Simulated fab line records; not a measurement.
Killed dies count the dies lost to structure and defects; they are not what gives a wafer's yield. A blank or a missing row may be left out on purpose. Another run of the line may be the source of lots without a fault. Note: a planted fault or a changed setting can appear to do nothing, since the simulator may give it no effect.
Which tool was responsible?    flow sky130    12 lots, 36 wafers sampled, at 4 steps of a route of 708

WHAT EACH GAUGE READ, for each wafer
SKY_VT_ADJUST_HVTP_OVL_MEAS_08. Usual: for VT_ADJUST_HVTP_OVL the level is -0.5 nm and the standard deviation is 1.4.
lot   measured      on          VT_ADJUST_HVTP_OVL (nm)  flag
L853  day 6 02:23   overlay-01  -1.1 -1.8 1.2            
L854  day 6 08:29   overlay-01  -1.6 1.1 -0.6            
L855  day 6 12:14   overlay-02  1.1 -0.2 1.8             
L857  day 7 00:37   overlay-01  -0.1 1.8 0.6             
L858  day 7 08:58   overlay-02  -1.5 -2.4 -2.7           
L859  day 7 14:53   overlay-01  1.4 2.3 0.7              
L861  day 8 04:28   overlay-02  -1.8 -1.2 -0.4           
L864  day 9 00:44   overlay-02  1.1 1.5 1.9              
L873  day 11 11:17  overlay-02  -0.3 0.7 0.5             
L874  day 11 18:04  overlay-02  -2.4 0.1 -1.0            
L875  day 12 00:14  overlay-02  -2.9 -2.0 -1.8           
L876  day 12 02:05  overlay-01  0.2 -2.5 -0.9            

SKY_SONOS_ONO_THK_MEAS_05. Usual: for SONOS_ONO_CVD_04_THK the level is 5.78 nm and the standard deviation is 0.11.
lot   measured      on            SONOS_ONO_CVD_04_THK (nm)  flag
L853  day 11 14:05  filmMetro-03  5.82 5.89 5.82             
L854  day 11 21:11  filmMetro-01  5.92 6.00 5.88             
L855  day 12 03:28  filmMetro-01  5.88 5.85 5.84             
L857  day 12 19:40  filmMetro-04  5.60 5.67 5.60             
L858  day 13 06:11  filmMetro-04  5.84 5.75 5.75             
L859  day 14 09:02  filmMetro-04  5.86 5.74 5.73             
L861  day 14 09:01  filmMetro-01  5.69 5.77 5.87             
L864  day 15 07:11  filmMetro-03  9.60 9.60 9.62             OFF
L873  day 18 08:37  filmMetro-03  5.80 5.84 5.78             
L874  day 18 16:57  filmMetro-03  5.63 5.62 5.68             
L875  day 18 21:02  filmMetro-04  5.83 5.73 5.77             
L876  day 19 00:23  filmMetro-04  5.72 5.67 5.71             

SKY_GATE_OXIDE_THK_MEAS_02. Usual: for GATE_OXIDE_OXIDATION_00_THK the level is 10.31 nm and the standard deviation is 0.16.
lot   measured      on            GATE_OXIDE_OXIDATION_00_THK (nm)  flag
L853  day 12 15:46  filmMetro-01  10.35 10.43 10.19                 
L854  day 13 00:38  filmMetro-01  10.75 10.70 10.72                 
L855  day 13 05:02  filmMetro-01  10.13 10.31 10.19                 
L857  day 13 23:38  filmMetro-02  10.25 10.47 10.39                 
L858  day 14 09:46  filmMetro-02  10.30 10.49 10.58                 
L859  day 15 14:17  filmMetro-02  10.48 10.29 10.49                 
L861  day 15 15:41  filmMetro-03  10.36 10.25 10.10                 
L864  day 16 13:49  filmMetro-02  10.35 10.22 10.52                 
L873  day 19 20:32  filmMetro-03  10.22 10.16 10.24                 
L874  day 20 08:49  filmMetro-03  10.30 10.31 10.25                 
L875  day 20 08:49  filmMetro-02  9.98 10.08 9.97                   
L876  day 20 08:52  filmMetro-03  10.25 10.34 10.41                 

WHAT TOOL EACH LOT RAN ON (gives the tool, then ch and the chambers of the sampled wafers, and finally the start)
lot   SKY_SONOS_ONO_CVD_04
L853  lpcvd-03 ch 1, day 11 12:50
L854  lpcvd-03 ch 1, day 11 19:56
L855  lpcvd-03 ch 0, day 12 02:11
L857  lpcvd-03 ch 0, day 12 18:24
L858  lpcvd-03 ch 1, day 13 04:56
L859  lpcvd-03 ch 0, day 14 07:46
L861  lpcvd-03 ch 0, day 14 07:46
L864  lpcvd-03 ch 0, day 15 05:18
L873  lpcvd-03 ch 1, day 18 07:22
L874  lpcvd-03 ch 0, day 18 15:05
L875  lpcvd-03 ch 1, day 18 19:46
L876  lpcvd-03 ch 1, day 18 23:08
- SKY_SONOS_ONO_CVD_04: deposits SiO2 from SiH4/N2O, target thk 5.7199 nm.

AS READ BY THE TOOLS THEMSELVES (means over the sampled wafers that have a number; for cases with no such wafer, the mark the record gives instead)
SKY_SONOS_ONO_CVD_04. Usual: pressureMtorr 400.0 mTorr, standard deviation 0.82; spikeTcBottomC 920.7 C, standard deviation 1.3; spikeTcTopC 909.4 C, standard deviation 1; spikeTcUpperC 900.1 C, standard deviation 1.1; zonePowerBottomPct 23.2 %, standard deviation 0.63; zonePowerTopPct 32.2 %, standard deviation 1.3.
lot   tool      pressureMtorr (mTorr)  spikeTcBottomC (C)  spikeTcTopC (C)  spikeTcUpperC (C)  zonePowerBottomPct (%)  zonePowerTopPct (%)  flag
L853  lpcvd-03  401.1                  921.6               908.4            900.5              24.0                    33.5                 
L854  lpcvd-03  400.9                  921.2               910.0            901.3              23.9                    33.6                 
L855  lpcvd-03  399.7                  920.6               909.9            899.0              22.5                    31.0                 
L857  lpcvd-03  398.9                  918.9               909.9            898.8              22.8                    30.9                 
L858  lpcvd-03  399.8                  921.7               909.2            900.9              23.8                    33.5                 
L859  lpcvd-03  400.9                  920.3               908.8            898.7              22.7                    30.7                 
L861  lpcvd-03  401.0                  919.8               908.7            899.8              22.7                    31.2                 
L864  lpcvd-03  400.4                  919.7               909.4            900.2              22.6                    30.9                 
L873  lpcvd-03  399.0                  921.6               910.2            900.5              23.8                    33.6                 
L874  lpcvd-03  399.9                  919.8               909.6            898.8              22.8                    31.5                 
L875  lpcvd-03  400.2                  921.8               910.3            899.7              23.9                    33.1                 
L876  lpcvd-03  400.5                  922.0               909.9            900.2              23.7                    33.4                 

THE ANSWER, worked out from the rows above alone
Rule: a lot counts as off when the mean over its wafers that have a number is more than 3 standard deviations away from the usual mean. A lot without any number at a reading at which 4 lots or more have one is off too. Any other lot the step has rows for is counted as sound. After the gauges, taken in route order, come the tools' own readings; for these a lot's mean is taken, as printed above. At the first step where some lot is off, the reading lying furthest off is the one used; lots without a number count as furthest.
Off: L864, seen at SKY_SONOS_ONO_THK_MEAS_05 (SONOS_ONO_CVD_04_THK).
A tool fits if, at a process step before that reading, it ran every lot that is off, and no sound lot after the first of them. Those tools and the gauges at SKY_SONOS_ONO_THK_MEAS_05 are tried in the same way. None of those tried fits.

WHAT WAS PUT IN BY THE SIMULATOR
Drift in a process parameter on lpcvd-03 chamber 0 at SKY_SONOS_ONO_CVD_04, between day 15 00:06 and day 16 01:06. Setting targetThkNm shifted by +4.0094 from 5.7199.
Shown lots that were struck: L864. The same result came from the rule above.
